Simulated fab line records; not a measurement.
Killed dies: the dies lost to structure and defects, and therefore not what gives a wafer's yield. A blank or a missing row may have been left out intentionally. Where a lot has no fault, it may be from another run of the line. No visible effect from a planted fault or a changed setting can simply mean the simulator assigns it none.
Split-lot study + flow sky130 + 5 lots, 27 wafers read, on a route of 708 steps

## ABOUT THE SPLIT
At SKY_POLY_CUT_DEVELOP_07 (develop time 60 s), the setting develop time s was moved away from the recipe's 60 s on 6 of the 27 wafers read, by -41.4% to +25.3%. All remaining wafers had this setting at the recipe value.

No step appears in the file between the split and the reading.

## THE READING
Shown in nm: cd nm at SKY_POLY_CUT_CD_MEAS_08, with target cd 270 nm. Typical for fault-free wafers on this fab line: 269.9 nm, with standard deviation 1.7 nm.

| wafer  | tool, chamber at the split | develop time s as run, s | against the recipe | cd nm, nm | against lot-mates on the recipe |
|--------|----------------------------|--------------------------|--------------------|-----------|---------------------------------|
| L074.2 | litho track-02, 0          | 60                       | recipe             | 271.2     | -                               |
| L074.3 | litho track-02, 0          | 60                       | recipe             | 269.1     | -                               |
| L074.5 | litho track-02, 0          | 60                       | recipe             | 269.5     | -                               |
| L076.1 | litho track-03, 0          | 60                       | recipe             | 269.9     | -                               |
| L076.2 | litho track-03, 0          | 60                       | recipe             | 271.2     | -                               |
| L076.3 | litho track-03, 0          | 60                       | recipe             | 270.2     | -                               |
| L076.4 | litho track-03, 0          | 60                       | recipe             | 271.1     | -                               |
| L076.5 | litho track-03, 0          | 60                       | recipe             | 270.7     | -                               |
| L076.6 | litho track-03, 0          | 60                       | recipe             | 269.7     | -                               |
| L081.1 | litho track-03, 0          | 60                       | recipe             | 270.5     | -                               |
| L081.2 | litho track-03, 0          | 60                       | recipe             | 270.3     | -                               |
| L081.3 | litho track-03, 0          | 60                       | recipe             | 271.2     | -                               |
| L081.4 | litho track-03, 0          | 35.16                    | -41.4%             | 260.0     | -10.7                           |
| L081.5 | litho track-03, 0          | 35.16                    | -41.4%             | 260.9     | -9.8                            |
| L081.6 | litho track-03, 0          | 35.16                    | -41.4%             | 259.2     | -11.5                           |
| L082.1 | litho track-02, 0          | 60                       | recipe             | 269.1     | -                               |
| L082.2 | litho track-02, 0          | 60                       | recipe             | 267.8     | -                               |
| L082.3 | litho track-02, 0          | 60                       | recipe             | 267.9     | -                               |
| L082.4 | litho track-02, 0          | 60                       | recipe             | 269.2     | -                               |
| L082.5 | litho track-02, 0          | 60                       | recipe             | 268.5     | -                               |
| L082.6 | litho track-02, 0          | 60                       | recipe             | 268.8     | -                               |
| L085.1 | litho track-02, 0          | 75.21                    | +25.3%             | 277.2     | +3.7                            |
| L085.2 | litho track-02, 0          | 60                       | recipe             | 273.7     | -                               |
| L085.3 | litho track-02, 0          | 60                       | recipe             | 273.6     | -                               |
| L085.4 | litho track-02, 0          | 75.21                    | +25.3%             | 278.5     | +5.0                            |
| L085.5 | litho track-02, 0          | 75.21                    | +25.3%             | 276.1     | +2.6                            |
| L085.6 | litho track-02, 0          | 60                       | recipe             | 273.1     | -                               |

FIT RESULTS
A straight line over all 27 wafers: cd nm changes by +0.256 nm for each +1% of develop time s; r = +0.94; the points scatter about the line by 1.6 nm.
The same after taking each lot's own level away (the mean of its wafers on the recipe; 27 wafers): +0.225 nm for each +1%; r = +0.97; scatter 0.98 nm.
The reading moves by 9.3 nm for the largest change in develop time s, on that fit.
Across the lots, their own levels run from 268.55 to 273.47 nm, a range of 2.9 times the standard deviation given above.
So the lot-to-lot level changes the slope: the two fits differ.
Check: with one of the wafers moved furthest among these (-41.4%) left out of the fit, the line predicts -9.33 nm for it against its lot-mates. It came out at -10.7 nm against them.

## OTHER SPLITS ON THESE WAFERS
Note: prior to the reading, these wafers also went through further splits. Each is held against what the fit with the lots' levels taken away leaves over:
| other split on the same wafers          | wafers away from the commonest value | r with cd nm (lot level and that fit taken away) |
|-----------------------------------------|--------------------------------------|--------------------------------------------------|
| SKY_FIELD_ISO_WET_ETCH_18 time s        | 12                                   | -0.35                                            |
| SKY_GATE_OXIDE_OXIDATION_01 ox time s   | 21                                   | -0.40                                            |
| SKY_POLY_GATE_DEVELOP_12 develop time s | 12                                   | +0.21                                            |

## THE WHOLE CHAIN: every reading that the file lists as answering this split, in the file's order
| step                    | what it does                                                         | reading                                                         | change (the file's fit)               | r (the file's) |
|-------------------------|----------------------------------------------------------------------|-----------------------------------------------------------------|---------------------------------------|----------------|
| SKY_POLY_CUT_CD_MEAS_08 | target cd 270 nm                                                     | cd nm                                                           | +0.227 nm for each +1% of the setting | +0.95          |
| SKY_POLY_CUT_ETCH_10    | etches BARC in N2/H2, stops on SiO2, time 45.9 s, target depth 60 nm | POLY_CUT.cd nm (the simulator's own value, which no gauge read) | +0.238 nm for each +1% of the setting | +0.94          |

## THE FILE'S OWN FIT
cd nm changes by +0.227 nm for each +1% of develop time s, r = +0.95.
